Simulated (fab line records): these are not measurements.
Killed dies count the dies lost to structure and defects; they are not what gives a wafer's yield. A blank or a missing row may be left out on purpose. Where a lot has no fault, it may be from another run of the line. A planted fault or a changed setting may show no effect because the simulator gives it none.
Code-filled problem report in 8D (eight disciplines) form ; flow sky130 ; the parts of the form that need people (team, actions taken, sign-off) are left out

== 1. PROBLEM STATEMENT ==
At SKY_METAL4_METAL_ETCH_18, oesProductAu averages 0.931 a.u. over 2 wafers from 2 lots, while fault-free wafers read 0.865 a.u., standard deviation 0.0054. Relative to the usual mean, that is a shift of +12 standard deviations.
The step: etches the open film in Cl2/BCl3, stops on SiO2, target depth 845 nm, time 183.1 s.
Seen first at day 46 04:04 on rieMetal-02, wafer L589.2. At this step, 30 wafers from 10 lots have a number in the record. By rule, "out" or "out of limits" means more than 4 standard deviations away from the usual mean. Any other wafer with a number is counted as sound.

== 2. WHAT IT IS; WHAT IT IS NOT ==
question;is;is not
which readings at this step;oesProductAu;drypumpMotorCurrentA, throttleValvePct
which lots;L589, L590;L573, L576, L577, L578, L579, L592, L593, L596
which wafers of those lots;L589.2, L590.6;L589.1, L589.5, L590.3, L590.5
read on which tools;rieMetal-02;rieMetal-01, rieMetal-04
when;from day 46 04:04;"up to then (17 sound wafers); but 11 sound wafers of L590, L592, L593, L596 came after"

== 3. WHAT RULES OUT EACH SUSPECT ==
Counting: if a tool at a process step up to the reading ran every lot that is out, it stays a suspect. Sound lots after the first of them don't rule it out here, since some wafers of a struck lot are sound.
- rieMetal-01 at SKY_METAL3_DESCUM_15 (chemistry O2, time 8 s): kept. Ran every lot that is out, first one L589 (day 43 07:12); last sound lot up to then L579 (day 40 10:14).
- rieMetal-02 at SKY_METAL4_METAL_ETCH_18 (etches the open film in Cl2/BCl3, stops on SiO2, target depth 845 nm, time 183.1 s): kept. Ran every lot that is out, first one L589 (day 46 04:04); last sound lot up to then L579 (day 43 12:26). Its own readings are out on those wafers: oesProductAu.
After counting, rieMetal-01 at SKY_METAL3_DESCUM_15 and rieMetal-02 at SKY_METAL4_METAL_ETCH_18 remain.

== 4. THE CAUSE (what the simulator had put in) ==
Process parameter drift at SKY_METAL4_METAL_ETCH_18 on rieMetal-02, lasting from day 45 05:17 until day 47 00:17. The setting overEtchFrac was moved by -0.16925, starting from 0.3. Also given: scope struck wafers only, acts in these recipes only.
After counting, 2 suspects remain, this tool included.

== 5. SEQUENCE OF EFFECTS, ordered by route ==
One row per reading whose mean, taken over the struck wafers that have a number, lies over 3 standard deviations from the usual. Readings are gone through only where the record gives a usual standard deviation; hours: the median, over the lots, of the time from a lot's start at the first step in this table giving one to that lot's start at this step; sigmas: the change measured in usual standard deviations.
hours;step;reading;usual;on struck wafers;change;sigmas
0;SKY_METAL4_METAL_ETCH_18;oesProductAu;0.865 a.u.;0.931;+0.066;+12
0;SKY_METAL4_STRIP_19;oesProductAu;0.502 a.u.;0.528;+0.026;+4.9
0;SKY_METAL4_STRIP_19;stripTimeToEndpointS;6.54 s;7.21;+0.67;+7.9
Its process steps:
- SKY_METAL4_METAL_ETCH_18: etches the open film in Cl2/BCl3, stops on SiO2, target depth 845 nm, time 183.1 s.
- SKY_METAL4_STRIP_19: strips in O2/N2.
Later measuring or inspecting steps at which every struck wafer that the step has a row for has a number for every such reading, and none has moved that far: SKY_VIA4_OVL_MEAS_11.

== 6. HOW IT WOULD HAVE BEEN CAUGHT EARLIER ==
In this record the first reading out of limits was taken at day 46 04:04, 23 hours after the fault began at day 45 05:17.
